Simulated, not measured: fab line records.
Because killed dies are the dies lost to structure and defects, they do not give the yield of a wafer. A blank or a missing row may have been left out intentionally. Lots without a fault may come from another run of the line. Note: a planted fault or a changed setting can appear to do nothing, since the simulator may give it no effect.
fab line records ; flow sky130
record: lots: 5; wafers: 15; last_day: 50
route steps=708 shown VIA2@527 METAL3@532 CAPM@537 PAD_OPEN@708
lots with no fault: from the same line, run without faults
start_h: hours from the record's first day to the start of the lot's first wafer shown ; wait_h: hours elapsed since this lot's preceding step ; " unchanged from the row above ; L1.1+2: several wafers, shown together as one row ; - no value present, or no start provided ; * or withheld: withheld ; < > ~ a bound
route shown NAME@n: names a module that has steps shown in the file, with the first one's number in the route ; usual: mean/standard deviation of fault-free wafers ; same: alike in all rows ; chamber/n: place in a boat ; sites: readings site by site ; _std_site: how widely they spread, as a standard deviation ; _edge_site: the outer-site mean with the inner-site mean subtracted ; radius_mm: how far each site lies from the wafer's centre ; mask NAME#n: copy n ; behind: the last tool/chamber to shape the wafer ; hold: the reason the lot was held/the length of the hold in hours/how it ended ; device: names the non-switching transistor (n, p or np) ; end of line: the tests these same wafers got at the end of their route ; a step without rows: its recipe alone ; killed: dies that structure and defects cost at the first sort, which is not the same as the wafer's yield ; map: shows each die of a wafer: x if killed, . if not, _ if none is there
set.NAME: the setting as run; set.NAME@STEP: as run at that earlier step ; model.NAME: the simulator's own value behind a step, which no gauge read
lots at some steps of the route; a table a step, a row a wafer
services: when a tool's chamber went out of use (start_h, in hours from the record's first day, below 0 if earlier), for how many hours, and the reason
== steps ==
step: SKY_VIA2_SPUTTER_20
recipe: material: TiN; target_thk_nm: 20; chamber_pressure_pa: 5; power_w: 4000; time_s: 80
step: SKY_VIA2_CVD_21
recipe: material: W; target_thk_nm: 420; time_s: 126.4; temp_c: 400; pressure_torr: 40
step: SKY_VIA2_CMP_24
recipe: stop_on: SiO2; t_overpolish_s: 20; down_force_psi: 3.5; platen_rpm: 60; target_thk_nm: 0; pad_velocity_m_s: 0.94248
step: SKY_METAL3_SPUTTER_00
recipe: material: Ti; target_thk_nm: 15; power_w: 3000; time_s: 10; chamber_pressure_pa: 0.4
step: SKY_METAL3_SPUTTER_01
recipe: material: TiN; target_thk_nm: 20; power_w: 6500; time_s: 16.7; chamber_pressure_pa: 0.4
step: SKY_METAL3_SPUTTER_02
recipe: material: AlCu; target_thk_nm: 735; power_w: 10600; time_s: 39.1; chamber_pressure_pa: 0.4
step: SKY_METAL3_SPUTTER_03
recipe: material: Ti; target_thk_nm: 5; power_w: 3000; time_s: 3.3; chamber_pressure_pa: 0.4
step: SKY_METAL3_SPUTTER_04
recipe: material: TiN; target_thk_nm: 70; power_w: 6500; time_s: 58.3; chamber_pressure_pa: 0.4
step: SKY_CAPM_CVD_00
recipe: material: SiO2; target_thk_nm: 15.5; temp_c: 400; time_s: withheld; rf_w: 450
step: SKY_CAPM_SPUTTER_02
recipe: material: TiN; target_thk_nm: 200; temp_c: 300; power_w: 6716; time_s: 166.7; chamber_pressure_pa: 0.4
usual: throttle_valve_pct: 29.9/1.1
lot.wafer;tool;chamber;start_h;wait_h;throttle_valve_pct;model.TiN_of_CAPM_SPUTTER_02.thk_nm
L894.2;pvd_sputter-03;-;861.44;0.0;30.8;208.7
L894.4;pvd_sputter-03;-;861.44;0.0;31.2;209.1
L894.5;pvd_sputter-03;-;861.44;0.0;31.2;210.8
L908.3;pvd_sputter-03;-;966.45;0.0;31.0;205.9
L908.5;pvd_sputter-03;-;966.45;0.0;30.0;203.9
L908.6;pvd_sputter-03;-;966.45;0.0;31.1;274.2
L909.1;pvd_sputter-03;-;976.53;0.1;28.9;207.2
L909.4;pvd_sputter-03;-;976.53;0.1;31.3;275.1
L909.6;pvd_sputter-03;-;976.53;0.1;28.7;207
L911.2;pvd_sputter-03;-;983.13;0.0;31.2;271.7
L911.3;pvd_sputter-03;-;983.13;0.0;29.9;201.7
L911.6;pvd_sputter-03;-;983.13;0.0;31.0;202.2
L914.1;pvd_sputter-02;-;1010.72;0.1;29.2;209.5
L914.2;pvd_sputter-02;-;1010.72;0.1;28.8;206.8
L914.5;pvd_sputter-02;-;1010.72;0.1;31.1;205.9
step: SKY_CAPM_RS_MEAS_03
recipe: thk_meas_gauge: four-point-probe; reads: TiN_of_CAPM_SPUTTER_02
usual: CAPM_TIN_RS: 6.69/0.072
lot.wafer;tool;chamber;start_h;wait_h;CAPM_TIN_RS[ohm/sq]
L894.2;film_metro-02;-;861.57;0.1;6.62
L894.4;film_metro-02;-;861.57;0.1;6.63
L894.5;film_metro-02;-;861.57;0.1;6.55
L908.3;film_metro-01;-;966.60;0.1;6.72
L908.5;film_metro-01;-;966.60;0.1;6.78
L908.6;film_metro-01;-;966.60;0.1;5.02
L909.1;film_metro-04;-;976.64;0.1;6.65
L909.4;film_metro-04;-;976.64;0.1;4.99
L909.6;film_metro-04;-;976.64;0.1;6.67
L911.2;film_metro-01;-;983.26;0.1;5.07
L911.3;film_metro-01;-;983.26;0.1;6.85
L911.6;film_metro-01;-;983.26;0.1;6.83
L914.1;film_metro-02;-;1010.83;0.1;6.60
L914.2;film_metro-02;-;1010.83;0.1;6.70
L914.5;film_metro-02;-;1010.83;0.1;6.71
step: SKY_CAPM_THK_MEAS_04
recipe: thk_meas_gauge: xrf; reads: TiN_of_CAPM_SPUTTER_02
usual: CAPM_TIN_THK: 206.8/2.3
lot.wafer;tool;chamber;start_h;wait_h;CAPM_TIN_THK[nm]
L894.2;film_metro-02;-;861.68;0.1;208.8
L894.4;film_metro-02;-;861.68;0.1;211.0
L894.5;film_metro-02;-;861.68;0.1;212.1
L908.3;film_metro-01;-;966.70;0.1;206.4
L908.5;film_metro-01;-;966.70;0.1;204.3
L908.6;film_metro-01;-;966.70;0.1;274.6
L909.1;film_metro-04;-;976.76;0.1;206.3
L909.4;film_metro-04;-;976.76;0.1;274.5
L909.6;film_metro-04;-;976.76;0.1;206.8
L911.2;film_metro-01;-;983.37;0.1;271.6
L911.3;film_metro-01;-;983.37;0.1;201.8
L911.6;film_metro-01;-;983.37;0.1;202.5
L914.1;film_metro-02;-;1010.95;0.1;210.8
L914.2;film_metro-02;-;1010.95;0.1;208.2
L914.5;film_metro-02;-;1010.95;0.1;208.0
step: SKY_CAPM_DEHYDRATE_05
recipe: temp_c: 200; time_s: 60
step: SKY_CAPM_HMDS_06
recipe: prime_time_s: 60; prime_temp_c: 120
step: SKY_CAPM_COAT_07
recipe: resist: NOVOLAK; spin_rpm: 3000; resist_thk_nm: 1140
step: SKY_CAPM_SOFTBAKE_08
recipe: temp_c: 90; time_s: 60; resist: NOVOLAK
step: SKY_CAPM_EXPOSE_09
recipe: mask_id: CAPM; na: 0.6; source_shape: conventional; sigma_outer: 0.6; polarization: unpolarized; target_cd_nm: 1000; dose_mj: 159
step: SKY_CAPM_PEB_10
recipe: temp_c: withheld; time_s: *; resist: NOVOLAK
step: SKY_CAPM_DEVELOP_11
recipe: resist: NOVOLAK; developer: TMAH; develop_time_s: 60; dev_temp_c: 23
step: SKY_CAPM_METAL_ETCH_13
recipe: target_depth_nm: 220; stop_on: SiO2; chemistry: Cl2/BCl3; target: TiN; pressure_mtorr: 10; icp_w: 900; bias_w: 48.5; Cl2_flow_sccm: 60; bcl3_flow_sccm: 30; time_s: 62.9
usual: chamber_pressure_mTorr: 9.999/0.0087; drypump_motor_current_A: 5.5/0.48; oes_product_au: 0.958/0.007; throttle_valve_pct: 21.893/0.009
lot.wafer;tool;chamber;start_h;wait_h;chamber_pressure_mTorr;drypump_motor_current_A;oes_product_au;rf_hours_counter_h;throttle_valve_pct
L894.2;rie_metal-04;1;886.82;0.0;9.987;5.8;0.966;10;21.898
L894.4;rie_metal-04;1;886.82;0.0;9.997;5.8;0.959;-;21.892
L894.5;rie_metal-04;1;886.82;0.0;9.994;5.8;0.975;-;21.871
L908.3;rie_metal-03;1;990.10;0.0;9.993;5.7;0.957;-;21.897
L908.5;rie_metal-03;0;990.10;0.0;9.993;5.9;0.959;-;21.908
L908.6;rie_metal-03;1;990.10;0.0;9.996;5.7;0.978;-;21.873
L909.1;rie_metal-04;1;1000.19;0.0;9.984;5.8;0.957;15;21.887
L909.4;rie_metal-04;1;1000.19;0.0;10.000;5.8;0.999;-;21.877
L909.6;rie_metal-04;1;1000.19;0.0;9.994;5.8;0.959;-;21.879
L911.2;rie_metal-04;0;1006.23;0.0;9.997;5.2;0.993;20;21.875
L911.3;rie_metal-04;0;1006.23;0.0;10.004;5.2;0.949;-;21.901
L911.6;rie_metal-04;1;1006.23;0.0;10.003;5.8;0.949;-;21.907
L914.1;rie_metal-03;0;1033.33;0.0;9.996;6.0;0.962;15;21.877
L914.2;rie_metal-03;1;1033.33;0.0;10.004;5.7;0.960;17;21.902
L914.5;rie_metal-03;1;1033.33;0.0;10.004;5.7;0.963;-;21.887
step: SKY_CAPM_STRIP_14
recipe: chemistry: O2/N2; power_w: 1400; pressure_mtorr: 1500; platen_temp_c: withheld; o2_flow_sccm: 3000; n2_flow_sccm: 300; overash_fraction: 0.5
step: SKY_CAPM_STRIP_15
recipe: chemistry: post_etch_residue_remover; time_s: 1200; temp_c: 72.5
step: SKY_CAPM_CLEAN_16
recipe: chemistry: IPA; time_s: 180; temp_c: 25
step: SKY_CAPM_CLEAN_17
recipe: chemistry: O3/DIW; dry: n2_spin
step: SKY_METAL3_DEHYDRATE_05
recipe: temp_c: 200; time_s: 60
step: SKY_METAL3_HMDS_06
recipe: prime_time_s: 60; prime_temp_c: 120
step: SKY_METAL3_COAT_07
recipe: resist: BARC; temp_c: withheld; time_s: withheld; spin_rpm: 3000; resist_thk_nm: 60
step: SKY_METAL3_COAT_08
recipe: resist: KrF-thick; spin_rpm: 3000; resist_thk_nm: 1140
step: SKY_METAL3_SOFTBAKE_09
recipe: temp_c: 100; time_s: 90; resist: KrF-thick
step: SKY_METAL3_EXPOSE_10
recipe: mask_id: MM3; na: 0.68; source_shape: annular; sigma_inner: 0.4; sigma_outer: 0.8; target_cd_nm: 300; dose_mj: 28
step: SKY_METAL3_PEB_11
recipe: peb_temp_c: withheld; peb_time_s: withheld; resist: KrF-thick
step: SKY_METAL3_DEVELOP_12
recipe: develop_time_s: 60; resist: KrF-thick; dev_temp_c: 21
step: SKY_METAL3_DESCUM_15
recipe: chemistry: O2; source_power_w: 150; bias_power_w: 0; pressure_mtorr: 10; temp_c: 40; time_s: 8
step: SKY_METAL3_ETCH_16
recipe: chemistry: N2/H2; target: BARC; ion_energy_ev: 200; bias_w: 100; pressure_mtorr: 30; n2_flow_sccm: 100; h2_flow_sccm: 200; icp_w: 500; stop_on: SiO2; time_s: 88.2; target_depth_a: 600
step: SKY_METAL3_ETCH_17
recipe: target: SiO2; stop_on: TiN; chemistry: C4F8/O2/Ar; source_w: 1500; bias_w: 1200; pressure_mtorr: 40; c4f8_flow_sccm: withheld; O2_flow_sccm: 6; Ar_flow_sccm: 300; time_s: 3.9; target_depth_a: 150
step: SKY_METAL3_METAL_ETCH_18
recipe: target_depth_a: 8450; stop_on: SiO2; over_etch_frac: 0.2812; time_s: 183.1; chemistry: Cl2/BCl3; resist_sidewall_deg: 88; pressure_mtorr: 10; icp_w: 900; bias_w: 48.5; Cl2_flow_sccm: 60; bcl3_flow_sccm: 30
step: SKY_METAL3_STRIP_20
recipe: chemistry: post_etch_residue_remover; time_s: 1200; temp_c: 72.5
usual: temp_c: 72.51/0.14
lot.wafer;tool;chamber;start_h;wait_h;temp_c;model.TiN_of_CAPM_SPUTTER_02.thk_nm
L894.2;wet_bench-02;2;912.93;0.1;72.46;207.9
L894.4;wet_bench-02;2;912.93;0.1;72.54;208.2
L894.5;wet_bench-02;2;912.93;0.1;72.66;210
L908.3;wet_bench-04;0;1014.02;0.0;72.51;205
L908.5;wet_bench-04;0;1014.02;0.0;72.59;203.1
L908.6;wet_bench-04;0;1014.02;0.0;72.61;273.3
L909.1;wet_bench-02;2;1024.69;0.1;72.57;206.3
L909.4;wet_bench-02;2;1024.69;0.1;72.61;274.2
L909.6;wet_bench-02;2;1024.69;0.1;72.72;206.2
L911.2;wet_bench-02;0;1030.62;0.1;72.56;270.9
L911.3;wet_bench-02;0;1030.62;0.1;72.78;200.9
L911.6;wet_bench-02;0;1030.62;0.1;72.84;201.3
L914.1;wet_bench-03;3;1056.33;0.1;72.28;208.7
L914.2;wet_bench-03;3;1056.33;0.1;72.72;206
L914.5;wet_bench-03;3;1056.33;0.1;72.46;205.1
step: SKY_PAD_OPEN_PROBE_99
usual: defect_limited_yield: 81.8/2; killed_at_M0_to_M3: 44/7.5; killed_at_M4_up: 3.3/1.8; killed_at_contacts: 25/5.9; killed_at_front_end: 16/4.7; killed_at_other: 0.3/0.52; killed_dies: 89/9.9; killed_open: 49/7.8; killed_short: 40/5.8
same: gross_dies: 492; killed_at_back_side: 0
lot.wafer;tool;chamber;start_h;wait_h;defect_limited_yield[%];killed_at_M0_to_M3;killed_at_M4_up;killed_at_contacts;killed_at_front_end;killed_at_other;killed_dies;killed_open;killed_short;model.etest.tester.sort_n_pass;model.etest.tester.sort_yield_pct;model.etest.tester.sort_bin_4_pct;model.etest.met3.line_ohm_um;model.etest.via3_chain.rc_ohm;model.etest.met3.rs_ohm_sq;model.etest.tester.sort_bin_3_pct;model.etest.cap_mim.plate_ohm_sq
L894.2;prober-01;-;1083.43;0.1;81.3;51;3;24;14;0;92;45;46;400;81.3;0;0.1407;9.259;0.04359;0.4065;5.765
L894.4;prober-01;-;1083.53;0.2;80.5;47;5;26;18;0;96;61;35;396;80.49;0;0.1385;10.21;0.04249;0.813;5.72
L894.5;prober-01;-;1083.58;0.2;83.3;42;5;24;11;0;82;48;34;410;83.33;0;0.1433;9.196;0.04329;1.423;5.671
L908.3;prober-01;-;1165.21;0.2;82.3;48;5;21;13;0;87;49;38;405;82.32;0;0.1432;9.676;0.04336;0.6098;5.886
L908.5;prober-01;-;1165.31;0.2;81.7;41;3;31;15;0;90;43;47;402;81.71;0;0.1438;9.237;0.04309;1.016;5.873
L908.6;prober-01;-;1165.36;0.2;77.8;63;5;32;9;0;109;58;51;0;0;72.1;65.43;58.87;19.9;7.172;4.399
L909.1;prober-02;-;1174.21;0.1;82.9;52;1;18;13;0;84;50;34;408;82.93;0;0.1403;9.298;0.04279;1.626;5.788
L909.4;prober-02;-;1174.36;0.2;81.7;44;4;26;16;0;90;40;50;0;0;70.76;70.26;60.79;21.61;12.57;4.329
L909.6;prober-02;-;1174.46;0.2;85.6;32;4;21;13;1;71;37;34;421;85.57;0;0.14;9.835;0.04284;0.4065;5.804
L911.2;prober-02;-;1181.49;0.1;82.3;45;6;25;11;0;87;52;35;0;0;75.95;73.02;62.67;21.88;7.18;4.402
L911.3;prober-02;-;1181.54;0.2;81.3;56;3;17;15;1;92;49;43;400;81.3;0;0.1428;9.708;0.04336;0.6098;5.995
L911.6;prober-02;-;1181.69;0.2;84.1;42;1;22;13;0;78;23;55;414;84.15;0;0.1436;9.383;0.0434;1.016;5.917
L914.1;prober-01;-;1197.64;0.1;82.7;41;0;32;11;1;85;44;41;407;82.72;0;0.1448;9.743;0.04325;1.016;5.769
L914.2;prober-01;-;1197.69;0.1;85.8;35;2;13;20;0;70;39;30;422;85.77;0;0.1425;9.16;0.04269;0.6098;5.79
L914.5;prober-01;-;1197.84;0.2;84.1;40;6;20;12;0;78;44;34;414;84.15;0;0.1428;9.18;0.04276;0.4065;5.803
killed by level:class
L894.2 VIA3:geometric_particle:open=13 VIA1:geometric_particle:open=12 CONTACT:geometric_particle:short=11 VIA1:geometric_particle:short=6 FIELD_ISO:geometric_particle:short=5 CONTACT:geometric_particle:open=5 LI_CONTACT:geometric_particle:open=4 LOCAL_INTERCONNECT:geometric_particle:short=4
L894.4 VIA1:geometric_particle:open=12 CONTACT:geometric_particle:open=12 VIA3:geometric_particle:open=9 FIELD_ISO:geometric_particle:open=7 LI_CONTACT:geometric_particle:open=6 VIA2:geometric_particle:open=6 METAL1:geometric_particle:short=5 CONTACT:geometric_particle:short=4
L894.5 VIA1:geometric_particle:open=14 LI_CONTACT:geometric_particle:open=9 CONTACT:geometric_particle:open=7 VIA1:geometric_particle:short=6 VIA3:geometric_particle:open=5 CONTACT:geometric_particle:short=4 VIA2:geometric_particle:open=4 FIELD_ISO:geometric_particle:short=3
L908.3 VIA1:geometric_particle:open=14 CONTACT:geometric_particle:open=9 METAL2:geometric_particle:short=6 VIA3:geometric_particle:open=5 VIA2:geometric_particle:open=4 POLY_GATE:geometric_particle:short=4 LI_CONTACT:geometric_particle:open=4 VIA1:geometric_particle:short=4
L908.5 VIA1:geometric_particle:open=10 LOCAL_INTERCONNECT:geometric_particle:short=9 VIA2:geometric_particle:open=7 CONTACT:geometric_particle:open=7 LI_CONTACT:geometric_particle:open=5 CONTACT:geometric_particle:short=5 METAL2:geometric_particle:short=5 VIA3:geometric_particle:short=5
L908.6 CONTACT:geometric_particle:open=11 VIA1:geometric_particle:open=11 VIA2:geometric_particle:open=11 VIA3:geometric_particle:open=10 VIA1:geometric_particle:short=9 LI_CONTACT:geometric_particle:open=8 VIA3:geometric_particle:short=7 CONTACT:geometric_particle:short=6
L909.1 VIA1:geometric_particle:open=13 VIA3:geometric_particle:open=8 LI_CONTACT:geometric_particle:open=7 CONTACT:geometric_particle:open=7 METAL2:geometric_particle:short=7 METAL1:geometric_particle:short=7 POLY_GATE:geometric_particle:short=5 VIA2:geometric_particle:open=5
L909.4 VIA1:geometric_particle:open=13 CONTACT:geometric_particle:open=12 LOCAL_INTERCONNECT:geometric_particle:short=9 FIELD_ISO:geometric_particle:short=8 METAL2:geometric_particle:short=8 VIA3:geometric_particle:short=5 VIA3:geometric_particle:open=5 METAL1:geometric_particle:short=4
L909.6 VIA1:geometric_particle:open=11 METAL3:geometric_particle:short=6 CONTACT:geometric_particle:open=5 POLY_GATE:geometric_particle:short=4 LI_CONTACT:geometric_particle:short=4 VIA1:geometric_particle:short=4 VIA2:geometric_particle:open=4 FIELD_ISO:geometric_particle:open=3
L911.2 VIA1:geometric_particle:open=14 CONTACT:geometric_particle:open=10 VIA2:geometric_particle:open=7 METAL2:geometric_particle:short=6 VIA3:geometric_particle:open=6 CONTACT:geometric_particle:short=5 LI_CONTACT:geometric_particle:open=5 VIA1:geometric_particle:short=4
L911.3 VIA1:geometric_particle:open=16 METAL1:geometric_particle:short=7 FIELD_ISO:geometric_particle:open=6 VIA2:geometric_particle:open=6 VIA1:geometric_particle:short=5 LOCAL_INTERCONNECT:geometric_particle:short=5 METAL2:geometric_particle:short=5 FIELD_ISO:geometric_particle:short=4
L911.6 VIA1:geometric_particle:short=9 CONTACT:geometric_particle:short=8 METAL1:geometric_particle:short=8 CONTACT:geometric_particle:open=6 LOCAL_INTERCONNECT:geometric_particle:short=5 METAL2:geometric_particle:short=5 VIA2:geometric_particle:short=5 FIELD_ISO:geometric_particle:open=4
L914.1 CONTACT:geometric_particle:short=12 CONTACT:geometric_particle:open=11 VIA1:geometric_particle:open=8 VIA3:geometric_particle:open=8 LI_CONTACT:geometric_particle:open=6 METAL1:geometric_particle:short=6 POLY_GATE:geometric_particle:short=5 METAL2:geometric_particle:short=5
L914.2 VIA1:geometric_particle:open=12 FIELD_ISO:geometric_particle:open=6 FIELD_ISO:geometric_particle:short=6 LI_CONTACT:geometric_particle:open=6 VIA1:geometric_particle:short=5 METAL2:geometric_particle:short=4 VIA3:geometric_particle:open=4 METAL1:geometric_particle:short=3
L914.5 VIA2:geometric_particle:open=7 VIA1:geometric_particle:open=6 LI_CONTACT:geometric_particle:open=6 VIA3:geometric_particle:open=6 CONTACT:geometric_particle:short=5 METAL2:geometric_particle:short=5 LOCAL_INTERCONNECT:geometric_particle:short=4 CONTACT:geometric_particle:open=4
== services ==
tool;chamber;start_h;hours;kind
pvd_sputter-02;-;845.70;5.3;repair
pvd_sputter-02;-;882.27;3.4;repair
rie_metal-04;-;907.89;4.0;pm
pvd_sputter-03;0;927.54;-;consumable_replace:kit
pvd_sputter-03;0;927.54;18.0;scheduled_down
pvd_sputter-03;0;927.54;18.0;vent_cycle
pvd_sputter-02;-;933.33;1.2;repair
pvd_sputter-02;-;935.67;5.1;repair
wet_bench-04;-;945.31;2.2;repair
pvd_sputter-02;1;952.07;-;consumable_replace:kit
pvd_sputter-02;1;952.07;18.0;scheduled_down
pvd_sputter-02;1;952.07;18.0;vent_cycle
wet_bench-03;-;988.29;1.6;repair
rie_metal-04;-;1024.06;14.6;pm
rie_metal-04;0;1038.66;-;clean
rie_metal-04;0;1038.66;25.0;scheduled_down
rie_metal-04;0;1038.66;25.0;vent_cycle
wet_bench-04;-;1056.27;3.2;repair
== key ==
first_sign: step: SKY_CAPM_RS_MEAS_03; reading: CAPM_TIN_RS; direction: down; sigmas: 23; usual: 6.69; struck: 5.03
effect: step: SKY_CAPM_THK_MEAS_04; reading: CAPM_TIN_THK; direction: up; sigmas: 29; usual: 206.8; struck: 273.6
effect: step: SKY_CAPM_METAL_ETCH_13; reading: oes_product_au; direction: up; sigmas: 4.6; usual: 0.958; struck: 0.990
model_effect: step: SKY_CAPM_SPUTTER_02; value: TiN_of_CAPM_SPUTTER_02.thk_nm; without: 205.4; struck: 273.6
model_effect: step: SKY_METAL3_STRIP_20; value: TiN_of_CAPM_SPUTTER_02.thk_nm; without: 204.6; struck: 272.8
model_effect: step: SKY_PAD_OPEN_PROBE_99; value: etest.tester.sort_n_pass; without: 396.7; struck: 0
met_at SKY_CAPM_SPUTTER_02
struck_wafers L908.6,L909.4,L911.2
onset_between 861.44 966.45
fault: kind: process_parameter_drift; tool: pvd_sputter-03; chamber: -; onset_h: 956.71; steps: SKY_CAPM_SPUTTER_02; channel: target_thk_nm; offset: 66.018; shape: step; end_h: 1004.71; acts_in: these_recipes_only; stated: 200; scope: struck_wafers_only
